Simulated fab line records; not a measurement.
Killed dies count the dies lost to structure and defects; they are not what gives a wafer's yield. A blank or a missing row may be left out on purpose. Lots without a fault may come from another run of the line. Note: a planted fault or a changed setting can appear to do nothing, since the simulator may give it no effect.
Matching of chambers    flow gf180mcu    4 sister chambers for GF_V4_ETCH_16 on rie_diel-03
The step etches BARC in N2/H2. 8 wafers are shown with their chamber, then 8 later ones without.

== WAFERS WITH THEIR CHAMBER ==
wafer   chamber  throttle_valve_pct (%)  oes_product_au (a.u.)
L083.5  0        13.231                  0.847
L085.2  1        13.213                  0.856
L085.4  1        13.219                  0.853
L085.6  2        13.227                  0.856
L090.1  3        13.220                  0.857
L090.4  0        13.228                  0.856
L090.6  3        13.215                  0.842
L093.2  2        13.234                  0.854

== WAFERS WITH NO CHAMBER GIVEN ==
wafer   throttle_valve_pct (%)  oes_product_au (a.u.)
L093.4  13.212                  0.850
L093.5  13.226                  0.849
L095.1  13.218                  0.863
L095.4  13.227                  0.856
L095.5  13.239                  0.836
L096.1  13.235                  0.852
L096.4  13.211                  0.848
L096.5  13.237                  0.856

== EACH ONE'S CHAMBER ==
wafer   from the rows above                in truth
L093.4  can't be placed: 1 or 3            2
L093.5  can't be placed: 0 or 2 or 3 or 1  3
L095.1  can't be placed: 1 or 3            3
L095.4  can't be placed: 2 or 0 or 3 or 1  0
L095.5  can't be placed: 0 or 2            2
L096.1  can't be placed: 2 or 0            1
L096.4  can't be placed: 1 or 3            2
L096.5  can't be placed: 2 or 0            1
Correct placement for 0 of the 8. These rows do not allow placing 8 (true chamber among the candidates in 4). 0 placed wrongly.
How it was worked out, from the rows above alone: a wafer's distance from a chamber is the root of the sum, over the readings, of the square of ((its reading less the chamber's mean) divided by the reading's scatter). If the next closest chamber is less than 2 further off than the closest, the wafer can't be placed; otherwise it belongs to the closest. A chamber's mean is the mean of its shown wafers. The scatter is the square root of a quotient: the sum, over the shown wafers, of each reading's squared deviation from its chamber's mean, divided by wafers minus chambers.
